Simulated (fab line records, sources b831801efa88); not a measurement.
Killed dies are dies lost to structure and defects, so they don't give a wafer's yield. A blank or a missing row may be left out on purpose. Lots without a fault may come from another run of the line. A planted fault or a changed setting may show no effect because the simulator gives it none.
A struck lot beside a sound one | flow sky130 | 33 steps out of a route of 708
Sound: wafers L936.3, L936.4, L936.6. Struck: wafer L950.6. (L950.2, L950.3 of the same lot were not struck and are left out.) The cause comes at the end.
At each step with rows: each side's tool, then ch and its chambers, then its first start. Under that, the readings that differ: sound wafers | struck wafers | difference of the means | sigmas: that difference in standard deviations of wafers without a fault.
alike: readings whose means differ by less than 2 such deviations, and words and numbers that are the same on both sides. not compared: withheld readings, readings that some wafer has no value for, bounds like >300 that may hide the same value, and numbers for which the record gives no deviation and whose values overlap.
The two part at a step that has a row with sigmas, a row that says differs or no value, or rows on one side only. Numbers that don't overlap but have no deviation are shown without sigmas and don't part them. A reading that every wafer of one side lacks parts them only if that side has two wafers or more.

first, 4 steps without rows for these wafers: SKY_LOCAL_INTERCONNECT_SOFTBAKE_07 (time 90 s); SKY_LOCAL_INTERCONNECT_EXPOSE_08 (exposes mask LI1M, target cd 170 nm); SKY_LOCAL_INTERCONNECT_PEB_09; SKY_LOCAL_INTERCONNECT_DEVELOP_10 (develop time 60 s).
SKY_LOCAL_INTERCONNECT_CD_MEAS_11: target cd 170 nm.
  sound on cd_sem-02, day 33 14:38; struck on cd_sem-02, day 38 08:28
  alike: cd_nm
SKY_LOCAL_INTERCONNECT_OVL_MEAS_12:
  sound on overlay-01, day 33 14:43; struck on overlay-01, day 38 08:34
  alike: LOCAL_INTERCONNECT_OVL
SKY_LOCAL_INTERCONNECT_ETCH_13: etches BARC in N2/H2, stops on SiO2, time 45.9 s, target depth 60 nm.
  sound on rie_metal-04 ch 0,1, day 33 14:46; struck on rie_metal-01 ch 0, day 38 08:36
  reading                     | sound          | struck | difference | sigmas
  drypump_motor_current_A (A) | 5.73 6.17 6.16 | 5.23   | -0.79      | -3
  alike: oes_product_au, throttle_valve_pct
  not compared: rf_hours_counter_h
SKY_LOCAL_INTERCONNECT_METAL_ETCH_14: etches TiN in Cl2/BCl3, stops on PSG, target depth 110 nm, time 31.4 s.
  sound on rie_metal-04 ch 0,1, day 33 14:50; struck on rie_metal-01 ch 0, day 38 08:40
  reading                     | sound          | struck | difference | sigmas
  drypump_motor_current_A (A) | 5.72 6.17 6.17 | 5.23   | -0.79      | -3
  alike: oes_product_au, throttle_valve_pct
  not compared: rf_hours_counter_h
then, 4 steps without rows for these wafers: SKY_LOCAL_INTERCONNECT_STRIP_15 (strips in O2/N2); SKY_LOCAL_INTERCONNECT_STRIP_16 (strips in post etch residue remover, time 1200 s); SKY_LOCAL_INTERCONNECT_CLEAN_17 (cleans in IPA, time 180 s); SKY_LOCAL_INTERCONNECT_CLEAN_18 (cleans in O3/DIW).
SKY_CONTACT_CVD_00: deposits Si3N4, target thk 75 nm.
  sound on pecvd-02 ch 1,2, day 33 15:28; struck on pecvd-02 ch 0, day 38 09:18
  reading                                   | sound             | struck | difference | sigmas
  heater_power_w (W)                        | 663 775 675       | 454    | -250       | -3
  model.Si3N4_of_CONTACT_CVD_00.thk_nm (nm) | 75.14 75.89 76.81 | 62.99  | -12.96     |
SKY_CONTACT_THK_MEAS_01:
  sound on film_metro-02, day 33 15:31; struck on film_metro-03, day 38 09:21
  reading                 | sound          | struck | difference | sigmas
  CONTACT_CVD_00_THK (nm) | 75.2 75.9 76.8 | 63.0   | -13.0      | -13
then, 1 step without rows for these wafers: SKY_CONTACT_HDPCVD_02 (deposits SiO2, target thk 565 nm, time 94.2 s).
SKY_CONTACT_THK_MEAS_03:
  sound on film_metro-01, day 33 15:39; struck on film_metro-03, day 38 09:29
  alike: CONTACT_HDPCVD_THK
SKY_CONTACT_CMP_04: polishes SiO2.
  sound on cmp-02 ch 1,2, day 33 15:44; struck on cmp-02 ch 2, day 38 09:34
  alike: motor_current_A, retaining_ring_pressure_frac
SKY_CONTACT_BOW_MEAS_05:
  sound on film_metro-02, day 33 16:02; struck on film_metro-03, day 38 09:53
  reading          | sound    | struck | difference | sigmas
  CONTACT_BOW (um) | 60 76 72 | 89     | +20        | +3
then, 8 steps without rows for these wafers: SKY_CONTACT_DEHYDRATE_06 (time 60 s); SKY_CONTACT_HMDS_07 (prime time 60 s); SKY_CONTACT_COAT_08 (resist thk 60 nm); SKY_CONTACT_COAT_09 (resist thk 450 nm); SKY_CONTACT_SOFTBAKE_10 (time 90 s); SKY_CONTACT_EXPOSE_11 (exposes mask CTM1, target cd 170 nm); SKY_CONTACT_PEB_12; SKY_CONTACT_DEVELOP_13 (develop time 60 s).
SKY_CONTACT_CD_MEAS_14: target cd 170 nm.
  sound on cd_sem-01, day 34 21:11; struck on cd_sem-02, day 39 15:04
  alike: cd_nm
SKY_CONTACT_OVL_MEAS_15:
  sound on overlay-02, day 34 21:16; struck on overlay-01, day 39 15:10
  alike: CONTACT_OVL
SKY_CONTACT_ETCH_16: etches BARC in N2/H2, stops on SiO2, time 45.9 s, target depth 60 nm.
  sound on rie_diel-01 ch 1,2,3, day 34 21:18; struck on rie_diel-02 ch 1, day 39 15:12
  alike: drypump_motor_current_A, oes_product_au, throttle_valve_pct
  not compared: rf_hours_counter_h
then, 1 step without rows for these wafers: SKY_CONTACT_ETCH_17 (etches SiO2 in C4F8/O2/Ar, stops on Si3N4, target depth 340 nm).
SKY_CONTACT_ETCH_18: etches Si3N4 in CHF3/O2, stops on TiN, time 39 s, target depth 75 nm.
  sound on rie_diel-01 ch 1,2,3; struck on rie_diel-02 ch 1
  reading                  | sound             | struck | difference | sigmas
  oes_product_au (a.u.)    | 0.852 0.857 0.871 | 0.775  | -0.085     | -11
  model.etch.depth_nm (nm) | 75.14 75.89 76.81 | 62.99  | -12.96     |
  alike: drypump_motor_current_A, throttle_valve_pct
  not compared: rf_hours_counter_h
SKY_CONTACT_STRIP_19: strips in O2/N2.
  sound on plasma_asher-02 ch 0,1, day 34 21:28; struck on plasma_asher-03 ch 0, day 39 15:20
  alike: drypump_motor_current_A, oes_product_au, strip_time_to_endpoint_s
  not compared: rf_hours_counter_h
-- the record jumps here: 13 days lie between the struck wafers' starts before and after (it left off in module CONTACT and takes up again in module PAD_OPEN, whose first step shown is number 708 of the route) --
SKY_PAD_OPEN_PROBE_99:
  sound on prober-02, day 49 05:19; struck on prober-02, day 52 06:52
  alike: killed_at_M0_to_M3, killed_at_M4_up, killed_at_contacts, killed_at_front_end, killed_at_other, killed_dies, killed_open, killed_short

WHERE THEY PART
First at SKY_LOCAL_INTERCONNECT_ETCH_13; last, within this record, at SKY_CONTACT_ETCH_18. Later steps at which nothing parts them and some readings are alike: SKY_CONTACT_STRIP_19, SKY_PAD_OPEN_PROBE_99.

WHY: what the simulator had put in
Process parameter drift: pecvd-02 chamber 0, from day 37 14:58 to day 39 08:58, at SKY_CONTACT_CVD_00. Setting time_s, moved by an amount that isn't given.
